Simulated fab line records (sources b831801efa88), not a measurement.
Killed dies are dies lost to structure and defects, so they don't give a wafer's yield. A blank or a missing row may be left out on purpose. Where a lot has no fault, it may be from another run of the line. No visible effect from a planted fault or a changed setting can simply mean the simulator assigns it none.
Code-filled problem report in 8D (eight disciplines) form | flow gf180mcu | the parts of the form that need people (team, actions taken, sign-off) are left out

1. THE PROBLEM
Mean of rf fwd power W at GF_STI_ETCH_14: 501.8 W across 3 wafers in 3 lots; on wafers with no fault it is 596.8 W (standard deviation 2.2). Measured from the usual mean, that is -43 standard deviations.
The step: etches Si in HBr/Cl2/O2, target depth 360 nm, time 102.9 s.
First seen on wafer L300.2, day 3 04:22, on rie si-01. At this step, 42 wafers from 14 lots have a number in the record. The rule behind "out" and "out of limits": a value lying over 4 standard deviations away from the usual mean. Any other wafer with a number is counted as sound.

2. WHAT IT IS; WHAT IT IS NOT
question                    | is                     | is not
which readings at this step | rf fwd power W         | chamber pressure mTorr, drypump motor current A
which lots                  | L300, L301, L302       | L295, L296, L297, L298, L299, L313, L314, L315, L316, L317, L318
which wafers of those lots  | L300.2, L301.4, L302.5 | L300.3, L300.6, L301.1, L301.5, L302.1, L302.6
read on which tools         | rie si-01              | rie si-02
when                        | from day 3 04:22       | up to then (17 sound wafers); but 22 sound wafers of L301, L302, L313, L314, L315, L316, L317, L318 came after

3. WHAT RULES OUT EACH SUSPECT
Counting: any tool at a process step up to the reading remains a suspect provided it ran every lot that is out. Sound lots after the first of them don't rule it out here, since some wafers of a struck lot are sound.
- rie si-01 at GF_STI_ETCH_14 (etches Si in HBr/Cl2/O2, target depth 360 nm, time 102.9 s): kept. Every lot that is out went through it, the first being L300 (day 3 04:22); the last sound lot it ran before that was L299 (day 2 22:49). Its own rf fwd power W readings are out on those wafers.
- In rie si-01 at GF_STI_ETCH_14, the wafers that are out were processed in chamber 0 and their sound lot-mates in chambers 1, 2, 3.
Remaining after the count: rie si-01 at GF_STI_ETCH_14.

4. THE CAUSE (what the simulator had put in)
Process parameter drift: rie si-01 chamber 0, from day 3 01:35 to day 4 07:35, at GF_STI_ETCH_14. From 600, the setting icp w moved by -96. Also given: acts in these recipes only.
Only this tool survived the counting.

5. THE CHAIN OF EFFECTS, in route order
Rows list readings where the struck wafers' mean (over those with a number) sits beyond 3 standard deviations from the usual. Only readings for which the record gives a usual standard deviation are gone through. hours: the time from each lot's start at the first step in this table that gives one to its start at this step, as a median over the lots. sigmas: the change in usual standard deviations.
hours | step           | reading        | usual      | on struck wafers | change | sigmas
0     | GF_STI_ETCH_14 | oes product au | 1.007 a.u. | 0.962            | -0.045 | -3.7
0     | GF_STI_ETCH_14 | rf fwd power W | 596.8 W    | 501.8            | -95.0  | -43
It contains these process steps:
- GF_STI_ETCH_14: etches Si in HBr/Cl2/O2, target depth 360 nm, time 102.9 s.
At these later measuring or inspecting steps, every struck wafer for which the step has a row has a number for every such reading, and none has moved that far: GF_CONTACT_OVL_MEAS_15, GF_V1_OVL_MEAS_15.

6. HOW IT WOULD HAVE BEEN CAUGHT EARLIER
The fault began at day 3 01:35; the first out-of-limits reading in this record came at day 3 04:22, 3 hours later.
